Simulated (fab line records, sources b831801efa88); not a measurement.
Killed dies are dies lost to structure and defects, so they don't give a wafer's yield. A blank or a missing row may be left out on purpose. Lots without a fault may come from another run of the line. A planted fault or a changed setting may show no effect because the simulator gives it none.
fab line records | flow sky130
record lots=6 wafers=18 last_day=50
route steps=708 shown LOCAL_INTERCONNECT@396 CONTACT@406 PAD_OPEN@708
lots that met no fault: from a run of the same line without faults
start_h: hours from the record's first day to the start of the lot's first wafer shown | wait_h: hours since the lot's step before | " the same as in the row above | L1.1+2: a row that stands for several wafers | - no value, or no start given | * or withheld: withheld | < > ~ a bound
route shown NAME@n: a module of which the file shows steps, and the number in the route of the first | usual: mean/standard deviation of fault-free wafers | same: alike in all rows | chamber/n: place in a boat | sites: the reading at each site | _std_site: their standard deviation | _edge_site: outer sites' mean less inner sites' | radius_mm: how far each site lies from the wafer's centre | mask NAME#n: copy n | behind: the tool/chamber that last shaped the wafer | hold: why the lot was held/for how many hours/how that ended | device: the transistor (n, p or np) that didn't switch | end of line: the same wafers' tests at the end of the route | a step without rows: its recipe alone | killed: dies lost to structure and defects at the first sort, not the wafer's yield | map: a wafer's dies, x killed, . not, _ none there
set.NAME: the setting as run; set.NAME@STEP: as run at that earlier step | model.NAME: the simulator's own value behind a step, which no gauge read
lots at some steps of the route; a table a step, a row a wafer
services: from which hour (start_h, from the record's first day; less than 0 if before it) a tool's chamber was out of use, for how many hours, and why
## steps
# step SKY_LOCAL_INTERCONNECT_PEB_09
# recipe peb_temp_c=withheld peb_time_s=withheld resist=KrF-thick
# step SKY_LOCAL_INTERCONNECT_DEVELOP_10
# recipe develop_time_s=60 resist=KrF-thick dev_temp_c=19.81
# step SKY_LOCAL_INTERCONNECT_CD_MEAS_11
# recipe target_cd_nm=170
# usual cd_nm=170.3/1.3
# columns lot.wafer tool chamber start_h wait_h cd_nm
L302.4 cd_sem-01 - 755.05 - 167.9
L302.5 " - " " 169.8
L302.6 " - " " 169.6
L304.3 cd_sem-01 - 765.55 - 168.0
L304.5 " - " " 169.6
L304.6 " - " " 168.8
L307.1 cd_sem-01 - 791.14 - 168.9
L307.3 " - " " 169.6
L307.4 " - " " 168.6
L310.1 cd_sem-01 - 804.56 - 169.8
L310.5 " - " " 171.0
L310.6 " - " " 170.9
L318.1 cd_sem-02 - 884.35 - 172.4
L318.4 " - " " 170.9
L318.5 " - " " 171.9
L319.1 cd_sem-02 - 889.25 - 170.9
L319.2 " - " " 171.2
L319.3 " - " " 172.3
# step SKY_LOCAL_INTERCONNECT_OVL_MEAS_12
# usual LOCAL_INTERCONNECT_OVL=1/5.4
# columns lot.wafer tool chamber start_h wait_h LOCAL_INTERCONNECT_OVL[nm]
L302.4 overlay-01 - 755.13 0.1 4
L302.5 " - " " -1
L302.6 " - " " 1
L304.3 overlay-02 - 765.64 0.1 11
L304.5 " - " " 2
L304.6 " - " " 0
L307.1 overlay-01 - 791.26 0.1 10
L307.3 " - " " 8
L307.4 " - " " 0
L310.1 overlay-01 - 804.68 0.1 3
L310.5 " - " " 4
L310.6 " - " " 0
L318.1 overlay-02 - 884.47 0.1 -2
L318.4 " - " " 5
L318.5 " - " " -4
L319.1 overlay-02 - 889.37 0.1 -2
L319.2 " - " " 4
L319.3 " - " " 2
# step SKY_LOCAL_INTERCONNECT_ETCH_13
# recipe chemistry=N2/H2 target=BARC ion_energy_ev=200 bias_w=100 pressure_mtorr=30 n2_flow_sccm=100 h2_flow_sccm=200 icp_w=500 stop_on=SiO2 time_s=45.9 target_depth_a=600
# usual chamber_pressure_mTorr=30.002/0.026 drypump_motor_current_A=5.5/0.55 oes_product_au=0.855/0.0046 throttle_valve_pct=13.225/0.0098
# same time_s=45.9
# columns lot.wafer tool chamber start_h wait_h chamber_pressure_mTorr drypump_motor_current_A oes_product_au rf_hours_counter_h throttle_valve_pct
L302.4 rie_metal-01 1 755.17 0.0 30.015 5.7 0.858 - 13.236
L302.5 " 1 " " 30.018 5.8 0.857 - 13.203
L302.6 " 0 " " 29.971 5.1 0.856 - 13.217
L304.3 rie_metal-03 1 765.68 0.0 29.976 4.7 0.859 - 13.227
L304.5 " 0 " " 29.990 6.4 0.851 - 13.221
L304.6 " 1 " " 30.019 4.7 0.851 - 13.228
L307.1 rie_metal-01 1 791.30 0.0 29.956 5.8 0.857 6 13.220
L307.3 " 1 " " 29.994 5.8 0.847 - 13.233
L307.4 " 1 " " 29.974 5.8 0.848 - 13.235
L310.1 rie_metal-01 0 804.71 0.0 30.050 5.1 0.851 0 13.231
L310.5 " 0 " " 29.967 5.1 0.855 - 13.233
L310.6 " 1 " " 29.981 5.8 0.854 - 13.233
L318.1 rie_metal-04 0 884.50 0.0 30.040 5.9 0.866 1 13.227
L318.4 " 0 " " 29.982 5.9 0.856 - 13.222
L318.5 " 1 " " 30.029 5.2 0.848 - 13.222
L319.1 rie_metal-04 1 889.40 0.0 29.981 5.2 0.848 2 13.230
L319.2 " 0 " " 30.007 5.9 0.853 1 13.227
L319.3 " 0 " " 30.030 5.8 0.852 - 13.226
# step SKY_LOCAL_INTERCONNECT_METAL_ETCH_14
# recipe target_depth_nm=110 stop_on=PSG chemistry=Cl2/BCl3 target=TiN resist_sidewall_deg=88 pressure_mtorr=10 icp_w=900 bias_w=48.5 Cl2_flow_sccm=60 bcl3_flow_sccm=30 time_s=31.4
# usual chamber_pressure_mTorr=9.998/0.01 drypump_motor_current_A=5.5/0.56 oes_product_au=0.942/0.0072 throttle_valve_pct=21.899/0.01
# same time_s=31.4
# columns lot.wafer tool chamber start_h wait_h chamber_pressure_mTorr drypump_motor_current_A oes_product_au rf_hours_counter_h throttle_valve_pct
L302.4 rie_metal-01 1 755.23 0.0 9.997 5.8 0.936 - 21.889
L302.5 " 1 " " 10.007 5.8 0.938 - 21.915
L302.6 " 0 " " 10.011 5.1 0.950 - 21.912
L304.3 rie_metal-03 1 765.74 0.0 9.991 4.7 0.946 - 21.904
L304.5 " 0 " " 10.008 6.4 0.941 - 21.899
L304.6 " 1 " " 10.005 4.7 0.945 - 21.900
L307.1 rie_metal-01 1 791.42 0.1 9.987 5.8 0.942 6 21.894
L307.3 " 1 " " 10.004 5.8 0.949 - 21.885
L307.4 " 1 " " 9.965 5.8 0.943 - 21.899
L310.1 rie_metal-01 0 804.78 0.0 10.003 5.1 0.947 0 21.888
L310.5 " 0 " " 9.995 5.1 0.956 - 21.892
L310.6 " 1 " " 9.988 5.8 0.949 - 21.881
L318.1 rie_metal-04 0 884.57 0.0 9.997 5.9 0.939 1 21.906
L318.4 " 0 " " 9.996 5.9 0.937 - 21.900
L318.5 " 1 " " 9.985 5.2 0.944 - 21.905
L319.1 rie_metal-04 1 889.47 0.0 9.986 5.2 0.946 2 21.905
L319.2 " 0 " " 10.005 5.9 0.943 1 21.892
L319.3 " 0 " " 10.013 5.9 0.949 - 21.895
# step SKY_LOCAL_INTERCONNECT_STRIP_15
# recipe chemistry=O2/N2 power_w=1400 pressure_mtorr=1500 platen_temp_c=withheld o2_flow_sccm=3000 n2_flow_sccm=300 overash_fraction=0.5
# usual chamber_pressure_mTorr=1499.9/1.3 drypump_motor_current_A=5.8/0.36 oes_product_au=0.427/0.0047 strip_time_to_endpoint_s=4.720/0.017
# columns lot.wafer tool chamber start_h wait_h chamber_pressure_mTorr drypump_motor_current_A oes_product_au rf_hours_counter_h strip_time_to_endpoint_s
L302.4 plasma_asher-01 1 755.29 0.1 1500.3 5.7 0.431 - 4.722
L302.5 " 1 " " 1500.4 5.7 0.424 - 4.709
L302.6 " 0 " " 1497.9 6.1 0.428 - 4.752
L304.3 plasma_asher-03 0 765.81 0.1 1501.7 5.0 0.426 - 4.706
L304.5 " 0 " " 1500.0 5.0 0.426 - 4.725
L304.6 " 1 " " 1499.7 6.1 0.429 - 4.721
L307.1 plasma_asher-01 0 791.52 0.1 1500.8 6.1 0.431 95 4.730
L307.3 " 1 " " 1498.6 5.7 0.429 - 4.740
L307.4 " 0 " " 1500.8 6.1 0.423 - 4.725
L310.1 plasma_asher-01 0 804.83 0.0 1498.9 6.1 0.433 96 4.741
L310.5 " 1 " " 1500.3 5.7 0.436 - 4.733
L310.6 " 0 " " 1502.7 6.1 0.424 - 4.720
L318.1 plasma_asher-01 0 884.62 0.0 1497.2 6.1 0.432 104 4.737
L318.4 " 0 " " 1498.6 6.1 0.421 - 4.735
L318.5 " 0 " " 1500.6 6.1 0.433 - 4.723
L319.1 plasma_asher-03 1 889.52 0.0 1501.2 6.1 0.433 43 4.718
L319.2 " 0 " " 1499.6 5.0 0.425 43 4.721
L319.3 " 1 " " 1500.9 6.1 0.419 - 4.718
# step SKY_LOCAL_INTERCONNECT_STRIP_16
# recipe chemistry=post_etch_residue_remover time_s=1200 temp_c=72.5
# step SKY_LOCAL_INTERCONNECT_CLEAN_17
# recipe chemistry=IPA time_s=180 temp_c=25
# step SKY_LOCAL_INTERCONNECT_CLEAN_18
# recipe chemistry=O3/DIW dry=n2_spin
# step SKY_CONTACT_CVD_00
# recipe material=Si3N4 target_thk_nm=75 temp_c=400 time_s=withheld rf_w=450
# usual heater_power_w=739/74
# columns lot.wafer tool chamber start_h wait_h heater_power_w
L302.4 pecvd-03 2 755.87 0.0 713
L302.5 " 0 " " 750
L302.6 " 1 " " 612
L304.3 pecvd-04 1 766.43 0.0 757
L304.5 " 2 " " 653
L304.6 " 1 " " 767
L307.1 pecvd-04 1 792.68 0.0 758
L307.3 " 0 " " 833
L307.4 " 2 " " 789
L310.1 pecvd-04 1 805.91 0.0 702
L310.5 " 2 " " 721
L310.6 " 0 " " 834
L318.1 pecvd-03 0 885.22 0.0 849
L318.4 " 1 " " 550
L318.5 " 0 " " 828
L319.1 pecvd-04 0 890.15 0.0 833
L319.2 " 2 " " 756
L319.3 " 1 " " 683
# step SKY_CONTACT_THK_MEAS_01
# recipe reads=Si3N4_of_CONTACT_CVD_00
# usual CONTACT_CVD_00_THK=75.0/0.86
# columns lot.wafer tool chamber start_h wait_h CONTACT_CVD_00_THK[nm]
L302.4 film_metro-04 - 755.92 - 75.4
L302.5 " - " " 75.9
L302.6 " - " " 75.4
L304.3 film_metro-01 - 766.49 - 74.1
L304.5 " - " " 74.8
L304.6 " - " " 75.5
L307.1 film_metro-04 - 792.71 - 74.1
L307.3 " - " " 75.6
L307.4 " - " " 76.7
L310.1 film_metro-02 - 805.95 - 74.7
L310.5 " - " " 75.4
L310.6 " - " " 74.9
L318.1 film_metro-02 - 885.26 - 74.8
L318.4 " - " " 76.2
L318.5 " - " " 75.7
L319.1 film_metro-01 - 890.19 - 76.0
L319.2 " - " " 75.5
L319.3 " - " " 74.8
# step SKY_CONTACT_HDPCVD_02
# recipe material=SiO2 target_thk_nm=565 sigma_open_frac=0.3 time_s=94.2 temp_c=600 sih4_flow_sccm=60 pressure_mtorr=6
# columns lot.wafer tool chamber start_h wait_h model.SiO2_of_CONTACT_HDPCVD_02.thk_nm
L302.4 hdpcvd-02 2 755.98 0.1 563.2
L302.5 " 1 " " 552.6
L302.6 " 0 " " 551.3
L304.3 hdpcvd-02 1 766.53 0.0 889
L304.5 " 1 " " 563.6
L304.6 " 0 " " 888.2
L307.1 hdpcvd-02 1 792.77 0.1 561.9
L307.3 " 0 " " 882.4
L307.4 " 1 " " 559.5
L310.1 hdpcvd-01 2 806.01 0.1 556.1
L310.5 " 0 " " 554.7
L310.6 " 2 " " 558.9
L318.1 hdpcvd-01 0 885.32 0.1 563.8
L318.4 " 1 " " 560
L318.5 " 2 " " 558.4
L319.1 hdpcvd-01 2 890.25 0.1 554.2
L319.2 " 0 " " 564.3
L319.3 " 1 " " 561.3
# step SKY_CONTACT_THK_MEAS_03
# recipe reads=SiO2_of_CONTACT_HDPCVD_02
# usual CONTACT_HDPCVD_THK=559/4.2
# columns lot.wafer tool chamber start_h wait_h CONTACT_HDPCVD_THK[nm]
L302.4 film_metro-02 - 756.05 0.0 563
L302.5 " - " " 553
L302.6 " - " " 552
L304.3 film_metro-02 - 766.62 0.1 889
L304.5 " - " " 564
L304.6 " - " " 888
L307.1 film_metro-04 - 792.84 0.0 562
L307.3 " - " " 883
L307.4 " - " " 559
L310.1 film_metro-01 - 806.07 0.0 556
L310.5 " - " " 555
L310.6 " - " " 559
L318.1 film_metro-04 - 885.38 0.0 564
L318.4 " - " " 560
L318.5 " - " " 558
L319.1 film_metro-04 - 890.32 0.0 554
L319.2 " - " " 564
L319.3 " - " " 561
# step SKY_CONTACT_CMP_04
# recipe material=SiO2 down_force_psi=4 platen_rpm=60 pad_velocity_m_s=0.94248
# usual motor_current_A=11.4/1 slurry_filter_dp_kPa=13.50/0.14 time_to_endpoint_s=81/3.5
# columns lot.wafer tool chamber start_h wait_h motor_current_A slurry_filter_dp_kPa time_to_endpoint_s
L302.4 cmp-02 0 756.24 0.2 12.3 13.33 86
L302.6 " 0 " " 13.0 13.47 83
L302.5 " 1 " " 10.9 13.22 83
L304.3 cmp-02 0 766.71 0.1 12.3 13.52 204
L304.6 " 3 " " 13.3 13.24 204
L304.5 " 0 " " 12.3 13.37 84
L307.3 cmp-02 0 792.90 0.0 12.9 13.45 207
L307.1 " 1 " " 11.0 13.58 86
L307.4 " 3 " " 13.7 13.23 85
L310.1 cmp-01 0 806.18 0.1 10.8 13.47 78
L310.5 " 3 " " 10.9 13.80 76
L310.6 " 0 " " 10.9 13.46 81
L318.1 cmp-01 2 885.44 0.1 11.3 13.54 80
L318.4 " 1 " " 10.0 13.54 79
L318.5 " 2 " " 11.5 13.68 79
L319.2 cmp-01 3 890.48 0.1 10.9 13.45 82
L319.1 " 0 " " 10.8 13.80 79
L319.3 " 1 " " 10.2 13.20 82
# step SKY_CONTACT_BOW_MEAS_05
# recipe mode=bow
# usual CONTACT_BOW=79/6.3
# columns lot.wafer tool chamber start_h wait_h CONTACT_BOW[um]
L302.4 film_metro-04 - 756.60 0.3 77
L302.5 " - " " 72
L302.6 " - " " 80
L304.3 film_metro-01 - 767.00 0.2 79
L304.5 " - " " 72
L304.6 " - " " 74
L307.1 film_metro-04 - 793.20 0.2 74
L307.3 " - " " 75
L307.4 " - " " 73
L310.1 film_metro-01 - 806.43 0.2 72
L310.5 " - " " 83
L310.6 " - " " 90
L318.1 film_metro-02 - 885.74 0.2 79
L318.4 " - " " 74
L318.5 " - " " 84
L319.1 film_metro-04 - 890.78 0.2 87
L319.2 " - " " 88
L319.3 " - " " 77
# step SKY_PAD_OPEN_PROBE_99
# usual killed_at_M0_to_M3=43/7.3 killed_at_M4_up=3.1/1.7 killed_at_contacts=24/4.7 killed_at_front_end=15/4.6 killed_at_other=0.3/0.55 killed_dies=86/9.7 killed_open=47/6.7 killed_short=39/6.5
# same gross_dies=492 killed_at_back_side=0
# columns lot.wafer tool chamber start_h wait_h killed_at_M0_to_M3 killed_at_M4_up killed_at_contacts killed_at_front_end killed_at_other killed_dies killed_open killed_short
L302.4 prober-01 - 1110.10 0.2 51 3 25 14 0 93 49 44
L302.5 prober-01 - 1110.15 0.2 47 5 21 20 1 94 52 42
L302.6 prober-01 - 1110.20 0.2 42 3 25 10 1 81 50 31
L304.3 prober-01 - 1118.21 0.2 42 4 20 19 0 85 44 41
L304.5 prober-01 - 1118.31 0.2 51 5 29 20 2 107 58 49
L304.6 prober-01 - 1118.36 0.2 50 5 23 9 0 87 51 36
L307.1 prober-02 - 1137.20 0.1 44 2 19 13 2 80 40 40
L307.3 prober-02 - 1137.30 0.2 42 3 25 12 0 82 45 37
L307.4 prober-02 - 1137.35 0.2 42 3 16 12 1 74 37 37
L310.1 prober-01 - 1147.92 0.1 43 2 23 15 0 83 42 41
L310.5 prober-01 - 1148.12 0.2 52 4 24 19 0 99 46 53
L310.6 prober-01 - 1148.17 0.2 32 0 23 20 0 75 41 34
L318.1 prober-01 - 1200.17 0.1 36 4 32 17 0 89 47 42
L318.4 prober-01 - 1200.32 0.2 46 6 21 10 0 83 41 42
L318.5 prober-01 - 1200.37 0.2 45 3 25 9 0 82 45 37
L319.1 prober-02 - 1202.80 0.1 29 4 27 13 0 73 46 27
L319.2 prober-02 - 1202.85 0.1 53 0 26 17 1 97 49 48
L319.3 prober-02 - 1202.90 0.2 51 3 23 14 0 91 47 44
# killed by level:class
L302.4 CONTACT:geometric_particle:open=11 VIA1:geometric_particle:open=10 VIA2:geometric_particle:open=9 LI_CONTACT:geometric_particle:short=5 VIA1:geometric_particle:short=5 VIA2:geometric_particle:short=5 VIA3:geometric_particle:open=5 VIA3:geometric_particle:short=4
L302.5 VIA3:geometric_particle:open=10 VIA1:geometric_particle:open=9 LI_CONTACT:geometric_particle:open=8 VIA2:geometric_particle:open=8 VIA1:geometric_particle:short=8 POLY_GATE:geometric_particle:short=7 POLY_GATE:geometric_particle:open=5 CONTACT:geometric_particle:short=5
L302.6 LI_CONTACT:geometric_particle:open=10 VIA2:geometric_particle:open=10 VIA1:geometric_particle:open=8 VIA3:geometric_particle:open=7 CONTACT:geometric_particle:open=6 FIELD_ISO:geometric_particle:short=4 CONTACT:geometric_particle:short=4 VIA2:geometric_particle:short=4
L304.3 VIA1:geometric_particle:open=9 CONTACT:geometric_particle:open=8 POLY_GATE:geometric_particle:short=7 VIA3:geometric_particle:open=7 METAL1:geometric_particle:short=5 VIA1:geometric_particle:short=5 VIA3:geometric_particle:short=4 CONTACT:geometric_particle:short=4
L304.5 VIA1:geometric_particle:open=14 CONTACT:geometric_particle:open=12 VIA3:geometric_particle:open=8 VIA2:geometric_particle:open=7 FIELD_ISO:geometric_particle:open=6 POLY_GATE:geometric_particle:short=6 VIA1:geometric_particle:short=6 FIELD_ISO:geometric_particle:short=4
L304.6 VIA1:geometric_particle:open=16 LI_CONTACT:geometric_particle:open=8 CONTACT:geometric_particle:open=7 METAL1:geometric_particle:short=7 VIA3:geometric_particle:open=6 CONTACT:geometric_particle:short=5 VIA2:geometric_particle:open=5 METAL2:geometric_particle:short=5
L307.1 METAL2:geometric_particle:short=10 LI_CONTACT:geometric_particle:open=7 VIA1:geometric_particle:open=7 CONTACT:geometric_particle:open=6 METAL1:geometric_particle:short=6 VIA1:geometric_particle:short=6 POLY_GATE:geometric_particle:open=5 VIA3:geometric_particle:open=5
L307.3 CONTACT:geometric_particle:open=8 VIA1:geometric_particle:open=8 LI_CONTACT:geometric_particle:open=6 METAL2:geometric_particle:short=6 VIA2:geometric_particle:open=6 FIELD_ISO:geometric_particle:short=5 VIA3:geometric_particle:open=5 METAL3:geometric_particle:short=5
L307.4 VIA1:geometric_particle:open=7 FIELD_ISO:geometric_particle:short=6 METAL1:geometric_particle:short=6 VIA3:geometric_particle:open=5 CONTACT:geometric_particle:open=5 VIA1:geometric_particle:short=5 VIA2:geometric_particle:open=5 LI_CONTACT:geometric_particle:open=4
L310.1 VIA1:geometric_particle:open=9 LI_CONTACT:geometric_particle:open=8 VIA2:geometric_particle:short=8 CONTACT:geometric_particle:short=6 METAL2:geometric_particle:short=6 VIA2:geometric_particle:open=6 FIELD_ISO:geometric_particle:open=5 VIA3:geometric_particle:open=5
L310.5 LI_CONTACT:geometric_particle:open=9 VIA1:geometric_particle:open=8 METAL2:geometric_particle:short=8 VIA3:geometric_particle:open=7 FIELD_ISO:geometric_particle:short=6 LOCAL_INTERCONNECT:geometric_particle:short=6 POLY_GATE:geometric_particle:short=5 VIA1:geometric_particle:short=5
L310.6 VIA1:geometric_particle:open=9 LI_CONTACT:geometric_particle:open=8 CONTACT:geometric_particle:open=7 POLY_GATE:geometric_particle:short=6 POLY_GATE:geometric_particle:open=5 CONTACT:geometric_particle:short=5 METAL2:geometric_particle:short=5 VIA2:geometric_particle:short=4
L318.1 CONTACT:geometric_particle:open=18 VIA1:geometric_particle:open=9 METAL1:geometric_particle:short=7 CONTACT:geometric_particle:short=6 LI_CONTACT:geometric_particle:open=5 METAL2:geometric_particle:short=5 VIA2:geometric_particle:short=5 FIELD_ISO:geometric_particle:short=4
L318.4 VIA1:geometric_particle:open=15 VIA2:geometric_particle:short=9 LOCAL_INTERCONNECT:geometric_particle:short=6 CONTACT:geometric_particle:open=6 METAL2:geometric_particle:short=6 VIA3:geometric_particle:open=6 POLY_GATE:geometric_particle:short=5 METAL1:geometric_particle:short=4
L318.5 VIA1:geometric_particle:open=12 CONTACT:geometric_particle:open=9 VIA2:geometric_particle:open=9 LOCAL_INTERCONNECT:geometric_particle:short=7 VIA1:geometric_particle:short=7 LI_CONTACT:geometric_particle:open=5 VIA3:geometric_particle:open=5 METAL1:geometric_particle:short=4
L319.1 CONTACT:geometric_particle:open=14 VIA2:geometric_particle:open=9 LI_CONTACT:geometric_particle:open=5 VIA1:geometric_particle:open=5 FIELD_ISO:geometric_particle:short=4 METAL1:geometric_particle:open=4 METAL4:geometric_particle:short=4 FIELD_ISO:geometric_particle:open=3
L319.2 METAL2:geometric_particle:short=11 CONTACT:geometric_particle:open=9 VIA1:geometric_particle:open=9 VIA2:geometric_particle:open=8 VIA3:geometric_particle:open=8 SPACER:geometric_particle:short=6 LI_CONTACT:geometric_particle:open=6 POLY_GATE:geometric_particle:open=5
L319.3 VIA1:geometric_particle:open=14 CONTACT:geometric_particle:open=9 METAL2:geometric_particle:short=8 FIELD_ISO:geometric_particle:open=7 METAL1:geometric_particle:short=7 VIA2:geometric_particle:open=7 LI_CONTACT:geometric_particle:short=5 LI_CONTACT:geometric_particle:open=5
## services
# columns tool chamber start_h hours kind
plasma_asher-03 - 734.14 3.5 repair
hdpcvd-01 - 736.33 1.7 repair
pecvd-04 - 739.67 1.0 repair
cmp-01 - 747.79 4.0 pm
plasma_asher-01 - 749.83 0.6 repair
cmp-01 - 772.04 1.5 repair
rie_metal-03 1 786.18 8.1 repair
pecvd-04 - 801.51 2.8 pm
pecvd-03 - 808.45 4.5 repair
plasma_asher-03 - 814.14 14.6 pm
hdpcvd-02 2 817.53 13.0 repair
pecvd-04 0 819.16 1.9 repair
cmp-02 - 821.57 5.7 pm
plasma_asher-01 - 823.15 2.8 pm
pecvd-04 0 823.25 2.0 repair
cmp-02 - 827.78 5.6 repair
cmp-02 - 833.09 1.8 repair
rie_metal-01 0 835.39 2.6 repair
pecvd-04 - 840.70 0.8 pm
rie_metal-03 1 846.14 26.1 repair
cmp-02 - 856.40 9.6 pm
rie_metal-04 1 856.74 4.2 repair
pecvd-04 - 871.40 0.9 repair
cmp-01 - 888.45 1.7 repair
## key
first_sign step=SKY_CONTACT_THK_MEAS_03 reading=CONTACT_HDPCVD_THK direction=up sigmas=79 usual=559 struck=887
effect step=SKY_CONTACT_CMP_04 reading=time_to_endpoint_s direction=up sigmas=36 usual=* struck=*
model_effect step=SKY_CONTACT_HDPCVD_02 value=SiO2_of_CONTACT_HDPCVD_02.thk_nm without=561.8 struck=886.5
met_at SKY_CONTACT_HDPCVD_02
struck_wafers L304.3,L304.6,L307.3
tester_left_out L304,L307
onset_between 755.98 766.53
fault kind=process_parameter_drift tool=hdpcvd-02 chamber=- onset_h=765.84 steps=SKY_CONTACT_HDPCVD_02 channel=target_thk_nm offset=324.68 shape=step end_h=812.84 scope=struck_wafers_only acts_in=these_recipes_only stated=565
# tester_left_out: of these lots the tester's yield and bins aren't shown, on N5 and GAA mostly nor the transistor test; their killed dies are dies lost to structure and defects alone, not to doping, threshold or leakage, so they don't give the yield
